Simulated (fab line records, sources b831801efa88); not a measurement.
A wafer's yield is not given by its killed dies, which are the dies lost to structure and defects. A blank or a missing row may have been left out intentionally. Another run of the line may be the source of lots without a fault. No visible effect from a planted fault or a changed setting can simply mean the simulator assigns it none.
Which tool did it? -- flow gf180mcu -- Sampling: 24 lots, 72 wafers, 3 of 602 route steps

## WHAT THE GAUGES READ, wafer by wafer
GF_M2_RS_MEAS_05: measures by four-point-probe. Usual: M2_ALCU_RS typically reads 0.0694 ohm/sq, with standard deviation 0.00097.
lot,measured,on,M2_ALCU_RS (ohm/sq),flag
L074,day 18 07:41,film metro-01,0.0684 0.0686 0.0708,
L075,day 18 12:17,film metro-02,0.0680 0.0715 0.0683,
L076,day 18 17:29,film metro-04,0.0708 0.0709 0.0706,
L077,day 19 03:26,film metro-04,0.0683 0.0687 0.0698,
L078,day 19 06:18,film metro-04,0.0706 0.0710 0.0700,
L079,day 19 23:19,film metro-04,0.0704 0.0703 0.0698,
L080,day 20 11:22,film metro-02,0.0693 0.0686 0.0693,
L081,day 21 02:05,film metro-02,0.0721 0.0720 0.0707,
L082,day 21 14:30,film metro-01,0.0698 0.0690 0.0695,
L083,day 21 19:22,film metro-04,0.0676 0.0689 0.0688,
L084,day 22 05:38,film metro-04,0.0695 0.0676 0.0685,
L085,day 22 18:45,film metro-02,0.0700 0.0711 0.0698,
L086,day 23 03:22,film metro-04,0.0690 0.0693 0.0691,
L087,day 23 16:58,film metro-02,0.0691 0.0689 0.0689,
L088,day 23 22:41,film metro-01,0.0683 0.0691 0.0691,
L090,day 24 03:17,film metro-02,0.0681 0.0676 0.0688,
L091,day 24 12:18,film metro-02,0.0686 0.0692 0.0685,
L089,day 24 14:29,film metro-02,0.0691 0.0692 0.0686,
L092,day 24 21:11,film metro-01,0.0699 0.0690 0.0693,
L093,day 25 05:11,film metro-02,0.0689 0.0689 0.0689,
L094,day 25 11:03,film metro-04,0.0700 0.0698 0.0700,
L095,day 25 11:39,film metro-01,0.0691 0.0693 0.0682,
L096,day 25 23:03,film metro-04,0.0679 0.0691 0.0678,
L097,day 26 11:15,film metro-01,0.0689 0.0697 0.0688,

GF_V3_CD_MEAS_14: target cd 260 nm. Usual: cd nm reads 260.1 nm (standard deviation 1.2).
lot,measured,on,cd nm (nm),flag
L074,day 22 11:34,cd sem-02,260.8 262.1 261.3,
L075,day 22 16:51,cd sem-01,258.2 259.3 258.4,
L076,day 22 22:12,cd sem-02,259.7 259.5 259.8,
L077,day 23 07:04,cd sem-02,259.5 258.8 259.8,
L078,day 23 08:42,cd sem-02,261.1 260.3 260.8,
L079,day 24 01:00,cd sem-02,260.8 259.8 260.6,
L080,day 24 12:11,cd sem-02,260.5 260.0 262.1,
L081,day 25 01:58,cd sem-02,260.4 260.7 259.8,
L082,day 25 11:58,cd sem-02,261.5 261.3 261.6,
L083,day 25 17:45,cd sem-02,259.5 260.7 259.1,
L084,day 26 01:49,cd sem-01,258.6 259.4 258.0,
L085,day 26 14:30,cd sem-02,259.8 260.5 260.8,
L086,day 26 20:11,cd sem-02,259.1 260.3 260.0,
L087,day 27 10:09,cd sem-02,258.7 259.3 259.6,
L088,day 27 15:10,cd sem-02,259.4 258.9 258.9,
L090,day 27 19:42,cd sem-01,260.6 260.8 262.0,
L091,day 28 03:58,cd sem-01,260.9 261.3 260.7,
L089,day 28 05:16,cd sem-01,259.8 259.9 260.2,
L092,day 28 10:24,cd sem-02,261.2 260.6 260.7,
L093,day 28 19:15,cd sem-02,260.6 261.2 261.5,
L094,day 28 22:52,cd sem-02,259.6 260.1 260.0,
L095,day 29 00:09,cd sem-02,259.3 258.3 258.8,
L096,day 29 10:43,cd sem-01,259.0 258.0 258.3,
L097,day 29 21:49,cd sem-02,262.6 261.4 263.1,

GF_V3_OVL_MEAS_15. Usual: V3_OVL typically reads -1 nm, with standard deviation 5.7.
lot,measured,on,V3_OVL (nm),flag
L074,day 22 11:39,overlay-01,8 -3 6,
L075,day 22 16:58,overlay-01,9 5 3,
L076,day 22 22:19,overlay-02,-5 -8 -15,
L077,day 23 07:10,overlay-02,-8 -2 -6,
L078,day 23 08:49,overlay-02,-3 -1 -1,
L079,day 24 01:07,overlay-02,10 14 12,
L080,day 24 12:17,overlay-02,-4 -6 2,
L081,day 25 02:05,overlay-01,8 0 7,
L082,day 25 12:04,overlay-02,2 4 6,
L083,day 25 17:52,overlay-01,-4 6 6,
L084,day 26 01:56,overlay-01,-2 -7 -5,
L085,day 26 14:37,overlay-02,-1 -4 -2,
L086,day 26 20:17,overlay-02,2 0 0,
L087,day 27 10:16,overlay-01,-3 -3 0,
L088,day 27 15:17,overlay-02,5 2 15,
L090,day 27 19:49,overlay-01,0 -7 -6,
L091,day 28 04:04,overlay-01,-7 -4 -6,
L089,day 28 05:23,overlay-02,-1 -4 6,
L092,day 28 10:31,overlay-01,0 -2 -9,
L093,day 28 19:22,overlay-02,1 1 5,
L094,day 28 22:59,overlay-02,2 -7 -4,
L095,day 29 00:16,overlay-01,1 7 -5,
L096,day 29 10:50,overlay-01,-2 -6 2,
L097,day 29 21:56,overlay-02,-3 -13 -4,

## WHAT TOOL EACH LOT RAN ON (gives the tool, then ch and the chambers of the sampled wafers, and finally the start)
The record shows no process step preceding these readings.

## AS READ BY THE TOOLS THEMSELVES (means over the sampled wafers that have a number; for cases with no such wafer, the mark the record gives instead)
The record holds no such reading with a usual standard deviation.

## THE ANSWER, worked out from the rows above alone
Rule: a lot is off if the mean of its wafers that have a number lies more than 3 standard deviations from the usual mean. Also off: a lot with no number at a reading for which 4 or more lots have one. Where the step has rows for the other lots, those lots are counted as sound. Order of review: gauges by route order, followed by the tools' own readings, for which a lot's mean as printed above is used. At the first step where some lot is off, the reading lying furthest off is the one used; lots without a number count as furthest.
No lot is off on any of the readings shown, so nothing can be concluded from this.

## WHAT THE SIMULATOR HAD PUT IN
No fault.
